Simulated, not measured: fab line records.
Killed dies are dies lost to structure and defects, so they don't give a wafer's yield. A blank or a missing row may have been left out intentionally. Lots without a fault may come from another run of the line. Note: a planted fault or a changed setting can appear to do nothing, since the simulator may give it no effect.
A lot that was struck, set against a sound lot -- flow sky130 -- 15 steps out of a route of 708
Sound: wafers L918.1, L918.3, L918.5. Wafers struck: L928.1, L928.3, L928.6. Last of all comes the cause.
For every step that has rows: the tool of each side, followed by ch and its chambers, followed by its first start. Under that, the readings that differ: sound wafers -- struck wafers -- difference of the means -- sigmas: that difference in standard deviations of wafers without a fault.
alike: words and numbers the same on both sides, and readings whose means are apart by under 2 such deviations; not compared: readings that were withheld, readings missing a value for some wafer, numbers with overlapping values and no deviation given by the record, and bounds like >300 which may hide the same value.
A row with sigmas, a row that says differs or no value, or rows on one side alone: a step with any of these is where the two part. Numbers that don't overlap but have no deviation are shown without sigmas and don't part them. A reading missing from all wafers of one side parts the sides only when that side holds two or more wafers.

first, 8 steps without rows for these wafers: SKY_LI_CONTACT_DEHYDRATE_04 (time 60 s); SKY_LI_CONTACT_HMDS_05 (prime time 60 s); SKY_LI_CONTACT_COAT_06 (resist thk 60 nm); SKY_LI_CONTACT_COAT_07 (resist thk 450 nm); SKY_LI_CONTACT_SOFTBAKE_08 (time 90 s); SKY_LI_CONTACT_EXPOSE_09 (exposes mask LICM1, target cd 170 nm); SKY_LI_CONTACT_PEB_10; SKY_LI_CONTACT_DEVELOP_11 (develop time 60 s).
SKY_LI_CONTACT_CD_MEAS_12: the cd target is 170 nm.
  struck on cdSem-02, day 34 20:49; sound on cdSem-02, day 31 08:53
  alike: cdNm
SKY_LI_CONTACT_OVL_MEAS_13:
  struck on overlay-02, day 34 20:56; sound on overlay-02, day 31 09:00
  alike: LI_CONTACT_OVL
SKY_LI_CONTACT_ETCH_14: etches BARC in N2/H2, stops on SiO2, time 45.9 s, target depth 60 nm.
  sound on rieDiel-01 ch 0,1, day 31 09:02; struck on rieDiel-01 ch 0,1,2, day 34 20:58
  alike: drypumpMotorCurrentA, oesProductAu, throttleValvePct
  not compared: rfHoursCounterH
SKY_LI_CONTACT_ETCH_15: etches PSG in C4F8/O2/Ar, stops on Si, target depth 600 nm.
  sound on rieDiel-01 ch 0,1, day 31 09:05; struck on rieDiel-01 ch 0,1,2, day 34 21:01
  alike: oesProductAu
SKY_LI_CONTACT_STRIP_16: strips in O2/N2.
  sound on plasmaAsher-02 ch 0,1, day 31 09:11; struck on plasmaAsher-01 ch 0,1, day 34 21:06
  no value came back on the struck wafers for chamberPressureMTorr (mTorr), drypumpMotorCurrentA (A), oesProductAu (a.u.), stripTimeToEndpointS (s); on the sound wafers chamberPressureMTorr (mTorr) reads 1498.8 1498.7 1500.6
reading,sound,struck,difference,sigmas
model.KrF-thick_of_LI_CONTACT_COAT_07.thkNm (nm),0 0 0,235.6 234.8 236.8,+235.7,
  not compared: rfHoursCounterH
then, 1 step without rows for these wafers: SKY_LI_CONTACT_CLEAN_17 (cleans in NMP, time 600 s).
-- a jump in the record: the struck wafers' starts before and after are 15 days apart (it breaks off in module LI_CONTACT and resumes in module PAD_OPEN, where the first step shown is number 708 of the route) --
SKY_PAD_OPEN_PROBE_99:
  struck on prober-02, day 50 01:03; sound on prober-02, day 47 14:52
reading,sound,struck,difference,sigmas
killedAtContacts,29 26 24,438 436 421,+405,+71
killedDies,98 84 84,492 492 492,+403,+42
killedOnRim,16 12 18,96 96 96,+81,+20
  alike: killed_at_M0_to_M3, killed_at_M4_up, killedAtFrontEnd, killedAtOther, killedOpen, killedShort

== WHERE THEY PART ==
At SKY_LI_CONTACT_STRIP_16 first; at SKY_PAD_OPEN_PROBE_99 last (within this record only).

WHY: the cause the simulator had injected
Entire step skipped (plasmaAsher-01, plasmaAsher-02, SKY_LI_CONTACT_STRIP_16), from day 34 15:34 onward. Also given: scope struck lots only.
